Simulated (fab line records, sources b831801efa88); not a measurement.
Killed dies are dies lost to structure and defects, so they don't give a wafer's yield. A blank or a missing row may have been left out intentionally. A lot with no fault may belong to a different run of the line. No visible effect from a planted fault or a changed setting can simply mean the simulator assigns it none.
Which of the tools did it? / flow gf180mcu / 12 lots, 36 wafers sampled, at 6 steps of a route of 602

## WHAT EACH GAUGE READ, for each wafer
GF_PSD_CD_MEAS_07: target cd 400 nm. Usual: 400.4 nm for cdNm, sd 2.4.
lot=L253; measured=day 14 10:15; on=cdSem-01; cdNm (nm)=399.2 398.7 396.2; flag=
lot=L255; measured=day 15 06:55; on=cdSem-02; cdNm (nm)=401.2 399.2 400.8; flag=
lot=L257; measured=day 15 23:28; on=cdSem-01; cdNm (nm)=400.9 402.1 401.0; flag=
lot=L258; measured=day 16 08:20; on=cdSem-01; cdNm (nm)=400.4 396.7 399.7; flag=
lot=L259; measured=day 16 21:57; on=cdSem-01; cdNm (nm)=401.9 399.5 400.6; flag=
lot=L260; measured=day 17 01:50; on=cdSem-01; cdNm (nm)=406.5 403.7 402.8; flag=
lot=L262; measured=day 17 16:13; on=cdSem-02; cdNm (nm)=400.0 401.2 399.3; flag=
lot=L265; measured=day 18 16:42; on=cdSem-02; cdNm (nm)=403.1 400.9 402.6; flag=
lot=L271; measured=day 20 20:08; on=cdSem-02; cdNm (nm)=402.3 402.2 401.3; flag=
lot=L272; measured=day 21 07:29; on=cdSem-01; cdNm (nm)=402.5 399.8 402.6; flag=
lot=L274; measured=day 21 23:35; on=cdSem-01; cdNm (nm)=400.8 402.5 403.0; flag=
lot=L275; measured=day 22 09:44; on=cdSem-01; cdNm (nm)=405.2 403.7 404.0; flag=

GF_PSD_RS_MEAS_15: a four-point-probe measurement. Usual: for PSD_RS the level is 108.0 ohm/sq and the standard deviation is 0.3.
lot=L253; measured=day 14 10:59; on=filmMetro-02; PSD_RS (ohm/sq)=108.1 107.9 108.1; flag=
lot=L255; measured=day 15 07:38; on=filmMetro-01; PSD_RS (ohm/sq)=108.4 108.4 108.0; flag=
lot=L257; measured=day 16 00:14; on=filmMetro-02; PSD_RS (ohm/sq)=108.2 108.2 108.3; flag=
lot=L258; measured=day 16 09:04; on=filmMetro-02; PSD_RS (ohm/sq)=107.7 108.0 108.0; flag=
lot=L259; measured=day 16 22:45; on=filmMetro-03; PSD_RS (ohm/sq)=107.3 107.8 107.8; flag=
lot=L260; measured=day 17 02:37; on=filmMetro-01; PSD_RS (ohm/sq)=108.0 107.6 108.0; flag=
lot=L262; measured=day 17 17:06; on=filmMetro-02; PSD_RS (ohm/sq)=107.9 107.8 108.0; flag=
lot=L265; measured=day 18 17:30; on=filmMetro-03; PSD_RS (ohm/sq)=109.0 108.7 108.6; flag=
lot=L271; measured=day 20 20:52; on=filmMetro-02; PSD_RS (ohm/sq)=108.1 108.0 108.0; flag=
lot=L272; measured=day 21 08:12; on=filmMetro-01; PSD_RS (ohm/sq)=108.3 108.0 107.8; flag=
lot=L274; measured=day 22 00:19; on=filmMetro-02; PSD_RS (ohm/sq)=107.7 107.5 107.7; flag=
lot=L275; measured=day 22 10:28; on=filmMetro-03; PSD_RS (ohm/sq)=107.9 107.6 108.1; flag=

## WHAT TOOL EACH LOT RAN ON (gives the tool, then ch and the chambers of the sampled wafers, and finally the start)
lot=L253; GF_HV_LDD_RTA_52=rtpAnneal-01 ch 0, day 12 15:07; GF_PSD_IMPLANT_09=implanter-04 ch 0, day 14 10:25; GF_PSD_STRIP_10=plasmaAsher-01 ch 0,1, day 14 10:34; GF_PSD_RTA_13=rtpAnneal-01 ch 0, day 14 10:46
lot=L255; GF_HV_LDD_RTA_52=rtpAnneal-02 ch 0, day 13 07:44; GF_PSD_IMPLANT_09=implanter-01 ch 0, day 15 07:05; GF_PSD_STRIP_10=plasmaAsher-04 ch 0,1, day 15 07:11; GF_PSD_RTA_13=rtpAnneal-02 ch 0, day 15 07:25
lot=L257; GF_HV_LDD_RTA_52=rtpAnneal-02 ch 0, day 13 23:59; GF_PSD_IMPLANT_09=implanter-01 ch 0, day 15 23:38; GF_PSD_STRIP_10=plasmaAsher-01 ch 0,1, day 15 23:45; GF_PSD_RTA_13=rtpAnneal-02 ch 0, day 16 00:02
lot=L258; GF_HV_LDD_RTA_52=rtpAnneal-02 ch 0, day 14 09:56; GF_PSD_IMPLANT_09=implanter-01 ch 0, day 16 08:31; GF_PSD_STRIP_10=plasmaAsher-03 ch 0,1, day 16 08:38; GF_PSD_RTA_13=rtpAnneal-01 ch 0, day 16 08:51
lot=L259; GF_HV_LDD_RTA_52=rtpAnneal-01 ch 0, day 14 22:39; GF_PSD_IMPLANT_09=implanter-03 ch 0, day 16 22:07; GF_PSD_STRIP_10=plasmaAsher-04 ch 0,1, day 16 22:16; GF_PSD_RTA_13=rtpAnneal-01 ch 0, day 16 22:28
lot=L260; GF_HV_LDD_RTA_52=rtpAnneal-01 ch 0, day 15 03:07; GF_PSD_IMPLANT_09=implanter-03 ch 0, day 17 02:01; GF_PSD_STRIP_10=plasmaAsher-04 ch 0,1, day 17 02:08; GF_PSD_RTA_13=rtpAnneal-02 ch 0, day 17 02:24
lot=L262; GF_HV_LDD_RTA_52=rtpAnneal-02 ch 0, day 15 17:07; GF_PSD_IMPLANT_09=implanter-04 ch 0, day 17 16:26; GF_PSD_STRIP_10=plasmaAsher-04 ch 0,1, day 17 16:40; GF_PSD_RTA_13=rtpAnneal-01 ch 0, day 17 16:53
lot=L265; GF_HV_LDD_RTA_52=rtpAnneal-02 ch 0, day 16 15:52; GF_PSD_IMPLANT_09=implanter-04 ch 0, day 18 16:52; GF_PSD_STRIP_10=plasmaAsher-03 ch 0,1, day 18 17:01; GF_PSD_RTA_13=rtpAnneal-02 ch 0, day 18 17:13
lot=L271; GF_HV_LDD_RTA_52=rtpAnneal-01 ch 0, day 18 16:20; GF_PSD_IMPLANT_09=implanter-03 ch 0, day 20 20:19; GF_PSD_STRIP_10=plasmaAsher-03 ch 0,1, day 20 20:26; GF_PSD_RTA_13=rtpAnneal-02 ch 0, day 20 20:38
lot=L272; GF_HV_LDD_RTA_52=rtpAnneal-02 ch 0, day 19 03:32; GF_PSD_IMPLANT_09=implanter-03 ch 0, day 21 07:39; GF_PSD_STRIP_10=plasmaAsher-04 ch 0,1, day 21 07:47; GF_PSD_RTA_13=rtpAnneal-02 ch 0, day 21 07:59
lot=L274; GF_HV_LDD_RTA_52=rtpAnneal-01 ch 0, day 19 20:26; GF_PSD_IMPLANT_09=implanter-03 ch 0, day 21 23:45; GF_PSD_STRIP_10=plasmaAsher-01 ch 0,1, day 21 23:54; GF_PSD_RTA_13=rtpAnneal-01 ch 0, day 22 00:07
lot=L275; GF_HV_LDD_RTA_52=rtpAnneal-01 ch 0, day 20 07:30; GF_PSD_IMPLANT_09=implanter-04 ch 0, day 22 09:53; GF_PSD_STRIP_10=plasmaAsher-03 ch 0,1, day 22 10:02; GF_PSD_RTA_13=rtpAnneal-01 ch 0, day 22 10:15
- GF_HV_LDD_RTA_52: time 10 s.
- GF_PSD_IMPLANT_09
- GF_PSD_STRIP_10: strips in O2/N2.
- GF_PSD_RTA_13: time 20 s.

## AS READ BY THE TOOLS THEMSELVES (means over the sampled wafers that have a number; for cases with no such wafer, the mark the record gives instead)
GF_HV_LDD_RTA_52. Usual: lampPowerPct 38 %, standard deviation 5.5; wafer_temp_C_max 1004.1, standard deviation 0.91.
lot=L253; tool=rtpAnneal-01; lampPowerPct (%)=43; wafer_temp_C_max=1003.9; flag=
lot=L255; tool=rtpAnneal-02; lampPowerPct (%)=32; wafer_temp_C_max=1004.1; flag=
lot=L257; tool=rtpAnneal-02; lampPowerPct (%)=32; wafer_temp_C_max=1004.3; flag=
lot=L258; tool=rtpAnneal-02; lampPowerPct (%)=32; wafer_temp_C_max=1004.3; flag=
lot=L259; tool=rtpAnneal-01; lampPowerPct (%)=43; wafer_temp_C_max=1003.7; flag=
lot=L260; tool=rtpAnneal-01; lampPowerPct (%)=43; wafer_temp_C_max=1004.1; flag=
lot=L262; tool=rtpAnneal-02; lampPowerPct (%)=32; wafer_temp_C_max=1005.4; flag=
lot=L265; tool=rtpAnneal-02; lampPowerPct (%)=32; wafer_temp_C_max=1004.8; flag=
lot=L271; tool=rtpAnneal-01; lampPowerPct (%)=43; wafer_temp_C_max=1003.4; flag=
lot=L272; tool=rtpAnneal-02; lampPowerPct (%)=32; wafer_temp_C_max=1004.7; flag=
lot=L274; tool=rtpAnneal-01; lampPowerPct (%)=43; wafer_temp_C_max=1003.5; flag=
lot=L275; tool=rtpAnneal-01; lampPowerPct (%)=43; wafer_temp_C_max=1004.2; flag=

GF_PSD_IMPLANT_09. Usual: 1.16e-05 Torr for endStationPressureTorr, sd 6.1e-07.
lot=L253; tool=implanter-04; endStationPressureTorr (Torr)=1.16e-05; flag=
lot=L255; tool=implanter-01; endStationPressureTorr (Torr)=1.12e-05; flag=
lot=L257; tool=implanter-01; endStationPressureTorr (Torr)=1.22e-05; flag=
lot=L258; tool=implanter-01; endStationPressureTorr (Torr)=1.11e-05; flag=
lot=L259; tool=implanter-03; endStationPressureTorr (Torr)=1.16e-05; flag=
lot=L260; tool=implanter-03; endStationPressureTorr (Torr)=1.19e-05; flag=
lot=L262; tool=implanter-04; endStationPressureTorr (Torr)=1.20e-05; flag=
lot=L265; tool=implanter-04; endStationPressureTorr (Torr)=1.19e-05; flag=
lot=L271; tool=implanter-03; endStationPressureTorr (Torr)=1.23e-05; flag=
lot=L272; tool=implanter-03; endStationPressureTorr (Torr)=1.11e-05; flag=
lot=L274; tool=implanter-03; endStationPressureTorr (Torr)=1.15e-05; flag=
lot=L275; tool=implanter-04; endStationPressureTorr (Torr)=1.20e-05; flag=

GF_PSD_STRIP_10. Usual: drypumpMotorCurrentA 5.70 A, standard deviation 0.24; heaterPowerW 333 W, standard deviation 28; oesProductAu 0.591 a.u., standard deviation 0.0043; stripTimeToEndpointS 16.55 s, standard deviation 0.032.
lot=L253; tool=plasmaAsher-01; drypumpMotorCurrentA (A)=5.70; heaterPowerW (W)=370; oesProductAu (a.u.)=0.591; stripTimeToEndpointS (s)=16.53; flag=
lot=L255; tool=plasmaAsher-04; drypumpMotorCurrentA (A)=5.51; heaterPowerW (W)=301; oesProductAu (a.u.)=0.591; stripTimeToEndpointS (s)=16.57; flag=
lot=L257; tool=plasmaAsher-01; drypumpMotorCurrentA (A)=5.68; heaterPowerW (W)=363; oesProductAu (a.u.)=0.590; stripTimeToEndpointS (s)=16.58; flag=
lot=L258; tool=plasmaAsher-03; drypumpMotorCurrentA (A)=5.82; heaterPowerW (W)=336; oesProductAu (a.u.)=0.589; stripTimeToEndpointS (s)=16.56; flag=
lot=L259; tool=plasmaAsher-04; drypumpMotorCurrentA (A)=5.52; heaterPowerW (W)=308; oesProductAu (a.u.)=0.591; stripTimeToEndpointS (s)=16.55; flag=
lot=L260; tool=plasmaAsher-04; drypumpMotorCurrentA (A)=5.62; heaterPowerW (W)=308; oesProductAu (a.u.)=0.592; stripTimeToEndpointS (s)=16.57; flag=
lot=L262; tool=plasmaAsher-04; drypumpMotorCurrentA (A)=5.52; heaterPowerW (W)=300; oesProductAu (a.u.)=0.592; stripTimeToEndpointS (s)=16.51; flag=
lot=L265; tool=plasmaAsher-03; drypumpMotorCurrentA (A)=5.75; heaterPowerW (W)=328; oesProductAu (a.u.)=0.599; stripTimeToEndpointS (s)=16.41; flag=OFF
lot=L271; tool=plasmaAsher-03; drypumpMotorCurrentA (A)=5.75; heaterPowerW (W)=332; oesProductAu (a.u.)=0.594; stripTimeToEndpointS (s)=16.57; flag=
lot=L272; tool=plasmaAsher-04; drypumpMotorCurrentA (A)=5.50; heaterPowerW (W)=297; oesProductAu (a.u.)=0.591; stripTimeToEndpointS (s)=16.55; flag=
lot=L274; tool=plasmaAsher-01; drypumpMotorCurrentA (A)=5.65; heaterPowerW (W)=360; oesProductAu (a.u.)=0.588; stripTimeToEndpointS (s)=16.52; flag=
lot=L275; tool=plasmaAsher-03; drypumpMotorCurrentA (A)=5.74; heaterPowerW (W)=334; oesProductAu (a.u.)=0.591; stripTimeToEndpointS (s)=16.57; flag=

GF_PSD_RTA_13. Usual: lampPowerPct 39 %, standard deviation 5.7; wafer_temp_C_max 1029.4, standard deviation 0.95.
lot=L253; tool=rtpAnneal-01; lampPowerPct (%)=45; wafer_temp_C_max=1027.9; flag=
lot=L255; tool=rtpAnneal-02; lampPowerPct (%)=34; wafer_temp_C_max=1030.1; flag=
lot=L257; tool=rtpAnneal-02; lampPowerPct (%)=34; wafer_temp_C_max=1030.1; flag=
lot=L258; tool=rtpAnneal-01; lampPowerPct (%)=45; wafer_temp_C_max=1028.7; flag=
lot=L259; tool=rtpAnneal-01; lampPowerPct (%)=45; wafer_temp_C_max=1028.5; flag=
lot=L260; tool=rtpAnneal-02; lampPowerPct (%)=34; wafer_temp_C_max=1030.0; flag=
lot=L262; tool=rtpAnneal-01; lampPowerPct (%)=45; wafer_temp_C_max=1028.2; flag=
lot=L265; tool=rtpAnneal-02; lampPowerPct (%)=34; wafer_temp_C_max=1029.5; flag=
lot=L271; tool=rtpAnneal-02; lampPowerPct (%)=34; wafer_temp_C_max=1029.4; flag=
lot=L272; tool=rtpAnneal-02; lampPowerPct (%)=34; wafer_temp_C_max=1029.5; flag=
lot=L274; tool=rtpAnneal-01; lampPowerPct (%)=45; wafer_temp_C_max=1029.2; flag=
lot=L275; tool=rtpAnneal-01; lampPowerPct (%)=45; wafer_temp_C_max=1028.6; flag=

## THE ANSWER, worked out from the rows above alone
Rule: a lot counts as off when the mean over its wafers that have a number is more than 3 standard deviations away from the usual mean. A lot without any number at a reading at which 4 lots or more have one is off too. Any other lot the step has rows for is counted as sound. The gauges are gone through in route order, then the tools' own readings, and for those a lot's mean is taken as printed above. At the first step where some lot is off, the reading lying furthest off is the one used; lots without a number count as furthest.
Off: L265 (GF_PSD_STRIP_10, stripTimeToEndpointS).
A tool fits if, at that step or a process step before it, it ran every lot that is off, and no sound lot after the first of them. Of those tried, none fits.

## WHAT HAD BEEN PUT IN BY THE SIMULATOR
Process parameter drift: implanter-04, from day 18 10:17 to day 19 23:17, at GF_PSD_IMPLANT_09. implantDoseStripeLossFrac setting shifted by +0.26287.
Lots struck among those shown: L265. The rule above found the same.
